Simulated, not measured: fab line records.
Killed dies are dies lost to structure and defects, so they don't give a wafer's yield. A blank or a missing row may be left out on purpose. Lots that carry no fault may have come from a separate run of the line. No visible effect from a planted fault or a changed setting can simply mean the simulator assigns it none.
fab line records :: flow sfq_line
record:
  lots: 14
  wafers: 42
  last_day: 88
route steps=325 shown C5@247
lots untouched by any fault: they come from a run of this same line in which no faults occurred
start_h: start of the lot's first displayed wafer, in hours after the record's first day :: wait_h: hours from the lot's prior step to this one :: " the same as in the row above :: L1.1+2: a row that stands for several wafers :: - no value, or no start was given :: * or withheld: withheld :: < > ~ a bound
route shown NAME@n: a module of which the file shows steps, and the number in the route of the first :: usual: mean/standard deviation of fault-free wafers :: same: alike in all rows :: chamber/n: place in a boat :: sites: each site's reading :: _std_site: how widely they spread, as a standard deviation :: _edge_site: the outer-site mean with the inner-site mean subtracted :: radius_mm: for every site, how far away it sits from the centre of the wafer :: mask NAME#n: copy n :: behind: tool/chamber where the wafer was last shaped :: hold: why the lot went on hold/how many hours it stayed there/how the hold came to an end :: device: names the non-switching transistor (n, p or np) :: end of line: the route-end tests of the same wafers :: a step with no rows: only its recipe :: killed: not the wafer's yield, but the dies lost to structure and defects at the first sort :: map: the dies of a wafer, with x for killed, . for not killed, _ for no die there
set.NAME: setting as actually run; set.NAME@STEP: the setting as run at that earlier step :: model.NAME: the simulator's own value behind a step, which no gauge read
a sample of lots followed through the steps of the route, with each step as a table and each wafer as a row
services: from which hour (start_h, from the record's first day; less than 0 if before it) a tool's chamber was out of use, for how many hours, and why
== steps ==
step: SFQ_TRILAYER_C5_BARC_OPEN_VIA_ETCH_210
recipe:
  mask_material: PR
  chemistry: O2
  target_depth_nm: 125
  target: BARC
  source_w: 500
  bias_w: 80
  pressure_mtorr: 30
  time_s: 41.7
usual:
  drypump_motor_current_A: 5.7/0.64
  oes_product_au: 0.685/0.0048
  run_length_s: 70.1/0.39
lot.wafer: L672.1
tool: rie_diel-04
chamber: 0
start_h: 1672.88
wait_h: 0.0
drypump_motor_current_A: 5.4
oes_product_au: 0.695
rf_hours_counter_h: 17
run_length_s: 69.6

lot.wafer: L672.4
tool: rie_diel-04
chamber: 1
start_h: 1672.88
wait_h: 0.0
drypump_motor_current_A: 5.3
oes_product_au: 0.692
rf_hours_counter_h: -
run_length_s: 69.7

lot.wafer: L672.5
tool: rie_diel-04
chamber: 0
start_h: 1672.88
wait_h: 0.0
drypump_motor_current_A: 5.4
oes_product_au: 0.688
rf_hours_counter_h: -
run_length_s: 69.4

lot.wafer: L673.1
tool: rie_diel-01
chamber: 3
start_h: 1680.08
wait_h: 0.0
drypump_motor_current_A: 6.7
oes_product_au: 0.685
rf_hours_counter_h: 17
run_length_s: 69.8

lot.wafer: L673.3
tool: rie_diel-01
chamber: 0
start_h: 1680.08
wait_h: 0.0
drypump_motor_current_A: 5.3
oes_product_au: 0.690
rf_hours_counter_h: 2
run_length_s: 70.4

lot.wafer: L673.5
tool: rie_diel-01
chamber: 3
start_h: 1680.08
wait_h: 0.0
drypump_motor_current_A: 6.7
oes_product_au: 0.678
rf_hours_counter_h: -
run_length_s: 69.4

lot.wafer: L674.3
tool: rie_diel-04
chamber: 0
start_h: 1682.60
wait_h: 0.0
drypump_motor_current_A: 5.3
oes_product_au: 0.678
rf_hours_counter_h: 18
run_length_s: 69.6

lot.wafer: L674.5
tool: rie_diel-04
chamber: 0
start_h: 1682.60
wait_h: 0.0
drypump_motor_current_A: 5.4
oes_product_au: 0.674
rf_hours_counter_h: -
run_length_s: 69.6

lot.wafer: L674.6
tool: rie_diel-04
chamber: 1
start_h: 1682.60
wait_h: 0.0
drypump_motor_current_A: 5.3
oes_product_au: 0.680
rf_hours_counter_h: -
run_length_s: 69.5

lot.wafer: L675.3
tool: rie_diel-01
chamber: 1
start_h: 1684.55
wait_h: 0.0
drypump_motor_current_A: 4.8
oes_product_au: 0.691
rf_hours_counter_h: 9
run_length_s: 70.5

lot.wafer: L675.4
tool: rie_diel-01
chamber: 2
start_h: 1684.55
wait_h: 0.0
drypump_motor_current_A: 6.7
oes_product_au: 0.682
rf_hours_counter_h: 13
run_length_s: 70.3

lot.wafer: L675.6
tool: rie_diel-01
chamber: 1
start_h: 1684.55
wait_h: 0.0
drypump_motor_current_A: 4.8
oes_product_au: 0.685
rf_hours_counter_h: -
run_length_s: 70.3

lot.wafer: L677.2
tool: rie_diel-02
chamber: 3
start_h: 1693.05
wait_h: 0.0
drypump_motor_current_A: 5.7
oes_product_au: 0.685
rf_hours_counter_h: 9
run_length_s: 69.9

lot.wafer: L677.3
tool: rie_diel-02
chamber: 1
start_h: 1693.05
wait_h: 0.0
drypump_motor_current_A: 5.2
oes_product_au: 0.679
rf_hours_counter_h: 16
run_length_s: 69.7

lot.wafer: L677.5
tool: rie_diel-02
chamber: 1
start_h: 1693.05
wait_h: 0.0
drypump_motor_current_A: 5.2
oes_product_au: 0.684
rf_hours_counter_h: -
run_length_s: 69.6

lot.wafer: L678.1
tool: rie_diel-04
chamber: 1
start_h: 1695.45
wait_h: 0.0
drypump_motor_current_A: 5.3
oes_product_au: 0.691
rf_hours_counter_h: 18
run_length_s: 69.5

lot.wafer: L678.3
tool: rie_diel-04
chamber: 3
start_h: 1695.45
wait_h: 0.0
drypump_motor_current_A: 6.6
oes_product_au: 0.689
rf_hours_counter_h: 0
run_length_s: 70.5

lot.wafer: L678.5
tool: rie_diel-04
chamber: 1
start_h: 1695.45
wait_h: 0.0
drypump_motor_current_A: 5.3
oes_product_au: 0.685
rf_hours_counter_h: -
run_length_s: 70.1

lot.wafer: L681.3
tool: rie_diel-04
chamber: 2
start_h: 1699.83
wait_h: 0.0
drypump_motor_current_A: 5.5
oes_product_au: 0.687
rf_hours_counter_h: 13
run_length_s: 70.3

lot.wafer: L681.4
tool: rie_diel-04
chamber: 1
start_h: 1699.83
wait_h: 0.0
drypump_motor_current_A: 5.3
oes_product_au: 0.621
rf_hours_counter_h: 18
run_length_s: 80.4

lot.wafer: L681.6
tool: rie_diel-04
chamber: 2
start_h: 1699.83
wait_h: 0.0
drypump_motor_current_A: 5.5
oes_product_au: 0.686
rf_hours_counter_h: -
run_length_s: 69.9

lot.wafer: L684.4
tool: rie_diel-04
chamber: 3
start_h: 1706.25
wait_h: 0.0
drypump_motor_current_A: 6.6
oes_product_au: 0.624
rf_hours_counter_h: 1
run_length_s: 81.1

lot.wafer: L684.5
tool: rie_diel-04
chamber: 2
start_h: 1706.25
wait_h: 0.0
drypump_motor_current_A: 5.5
oes_product_au: 0.631
rf_hours_counter_h: -
run_length_s: 80.6

lot.wafer: L684.6
tool: rie_diel-04
chamber: 3
start_h: 1706.25
wait_h: 0.0
drypump_motor_current_A: 6.6
oes_product_au: 0.687
rf_hours_counter_h: -
run_length_s: 70.3

lot.wafer: L689.1
tool: rie_diel-01
chamber: 1
start_h: 1723.05
wait_h: 0.0
drypump_motor_current_A: 4.8
oes_product_au: 0.681
rf_hours_counter_h: 10
run_length_s: 70.6

lot.wafer: L689.2
tool: rie_diel-01
chamber: 0
start_h: 1723.05
wait_h: 0.0
drypump_motor_current_A: 5.3
oes_product_au: 0.690
rf_hours_counter_h: 3
run_length_s: 70.0

lot.wafer: L689.4
tool: rie_diel-01
chamber: 2
start_h: 1723.05
wait_h: 0.0
drypump_motor_current_A: 6.7
oes_product_au: 0.684
rf_hours_counter_h: 13
run_length_s: 69.8

lot.wafer: L690.2
tool: rie_diel-01
chamber: 1
start_h: 1859.78
wait_h: 0.0
drypump_motor_current_A: 4.8
oes_product_au: 0.682
rf_hours_counter_h: 11
run_length_s: 70.6

lot.wafer: L690.3
tool: rie_diel-01
chamber: 2
start_h: 1859.78
wait_h: 0.0
drypump_motor_current_A: 6.7
oes_product_au: 0.685
rf_hours_counter_h: 15
run_length_s: 69.9

lot.wafer: L690.6
tool: rie_diel-01
chamber: 1
start_h: 1859.78
wait_h: 0.0
drypump_motor_current_A: 4.8
oes_product_au: 0.690
rf_hours_counter_h: -
run_length_s: 70.8

lot.wafer: L691.3
tool: rie_diel-01
chamber: 2
start_h: 1881.50
wait_h: 0.0
drypump_motor_current_A: 6.7
oes_product_au: 0.683
rf_hours_counter_h: 15
run_length_s: 69.9

lot.wafer: L691.5
tool: rie_diel-01
chamber: 1
start_h: 1881.50
wait_h: 0.0
drypump_motor_current_A: 4.8
oes_product_au: 0.685
rf_hours_counter_h: -
run_length_s: 70.5

lot.wafer: L691.6
tool: rie_diel-01
chamber: 0
start_h: 1881.50
wait_h: 0.0
drypump_motor_current_A: 5.3
oes_product_au: 0.682
rf_hours_counter_h: -
run_length_s: 70.0

lot.wafer: L692.1
tool: rie_diel-02
chamber: 2
start_h: 1904.30
wait_h: 0.0
drypump_motor_current_A: 5.4
oes_product_au: 0.679
rf_hours_counter_h: 3
run_length_s: 70.1

lot.wafer: L692.2
tool: rie_diel-02
chamber: 0
start_h: 1904.30
wait_h: 0.0
drypump_motor_current_A: 5.8
oes_product_au: 0.685
rf_hours_counter_h: 11
run_length_s: 70.2

lot.wafer: L692.5
tool: rie_diel-02
chamber: 3
start_h: 1904.30
wait_h: 0.0
drypump_motor_current_A: 5.7
oes_product_au: 0.682
rf_hours_counter_h: -
run_length_s: 69.8

lot.wafer: L693.2
tool: rie_diel-04
chamber: 2
start_h: 1915.10
wait_h: 0.0
drypump_motor_current_A: 5.5
oes_product_au: 0.678
rf_hours_counter_h: 16
run_length_s: 69.9

lot.wafer: L693.3
tool: rie_diel-04
chamber: 0
start_h: 1915.10
wait_h: 0.0
drypump_motor_current_A: 5.4
oes_product_au: 0.687
rf_hours_counter_h: 0
run_length_s: 70.0

lot.wafer: L693.6
tool: rie_diel-04
chamber: 2
start_h: 1915.10
wait_h: 0.0
drypump_motor_current_A: 5.5
oes_product_au: 0.679
rf_hours_counter_h: -
run_length_s: 70.4

lot.wafer: L695.1
tool: rie_diel-04
chamber: 3
start_h: 1939.20
wait_h: 0.0
drypump_motor_current_A: 6.6
oes_product_au: 0.687
rf_hours_counter_h: 4
run_length_s: 70.5

lot.wafer: L695.2
tool: rie_diel-04
chamber: 2
start_h: 1939.20
wait_h: 0.0
drypump_motor_current_A: 5.5
oes_product_au: 0.684
rf_hours_counter_h: 17
run_length_s: 70.0

lot.wafer: L695.5
tool: rie_diel-04
chamber: 2
start_h: 1939.20
wait_h: 0.0
drypump_motor_current_A: 5.5
oes_product_au: 0.685
rf_hours_counter_h: -
run_length_s: 70.8
== services ==
tool: rie_diel-04
chamber: 3
start_h: 1655.03
hours: -
kind: clean

tool: rie_diel-04
chamber: 3
start_h: 1655.03
hours: 19.0
kind: scheduled_down

tool: rie_diel-04
chamber: 3
start_h: 1655.03
hours: 19.0
kind: vent_cycle

tool: rie_diel-04
chamber: 0
start_h: 1716.97
hours: 6.8
kind: repair

tool: rie_diel-02
chamber: 3
start_h: 1724.95
hours: 9.0
kind: repair

tool: rie_diel-04
chamber: 3
start_h: 1727.62
hours: 22.0
kind: repair

tool: rie_diel-01
chamber: 3
start_h: 1733.54
hours: 7.7
kind: repair

tool: rie_diel-02
chamber: 2
start_h: 1749.13
hours: 8.9
kind: repair

tool: rie_diel-01
chamber: 2
start_h: 1759.63
hours: 7.6
kind: repair

tool: rie_diel-02
chamber: 3
start_h: 1760.70
hours: 3.5
kind: repair

tool: rie_diel-04
chamber: -
start_h: 1776.47
hours: 2.8
kind: pm

tool: rie_diel-02
chamber: 3
start_h: 1781.29
hours: 8.8
kind: repair

tool: rie_diel-01
chamber: -
start_h: 1793.11
hours: 2.8
kind: pm

tool: rie_diel-01
chamber: 3
start_h: 1797.68
hours: 2.1
kind: repair

tool: rie_diel-04
chamber: 1
start_h: 1798.58
hours: 10.6
kind: repair

tool: rie_diel-01
chamber: 1
start_h: 1800.83
hours: 5.4
kind: repair

tool: rie_diel-04
chamber: 1
start_h: 1821.77
hours: 6.1
kind: repair

tool: rie_diel-02
chamber: 3
start_h: 1856.98
hours: 5.4
kind: repair

tool: rie_diel-04
chamber: 0
start_h: 1869.73
hours: 4.6
kind: repair

tool: rie_diel-01
chamber: 3
start_h: 1870.06
hours: 10.9
kind: repair

tool: rie_diel-04
chamber: 0
start_h: 1874.38
hours: -
kind: clean

tool: rie_diel-04
chamber: 0
start_h: 1874.38
hours: 23.7
kind: scheduled_down

tool: rie_diel-02
chamber: 2
start_h: 1880.11
hours: 9.7
kind: repair

tool: rie_diel-01
chamber: 1
start_h: 1888.55
hours: 1.8
kind: repair
== key ==
first_sign:
  step: SFQ_TRILAYER_C5_BARC_OPEN_VIA_ETCH_210
  reading: run_length_s
  direction: up
  sigmas: 27
  usual: *
  struck: *
effect:
  step: SFQ_TRILAYER_C5_BARC_OPEN_VIA_ETCH_210
  reading: oes_product_au
  direction: down
  sigmas: 12
  usual: 0.685
  struck: 0.626
met_at SFQ_TRILAYER_C5_BARC_OPEN_VIA_ETCH_210
struck_lots L681,L684
struck_wafers L681.4,L684.4,L684.5
onset_between 1695.45 1699.83
fault:
  kind: process_parameter_drift
  tool: rie_diel-04
  chamber: -
  onset_h: 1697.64
  steps: SFQ_TRILAYER_C5_BARC_OPEN_VIA_ETCH_210
  channel: time_s
  offset: *
  shape: step
  end_h: 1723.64
  scope: struck_wafers_only
  acts_in: *
  stated: *
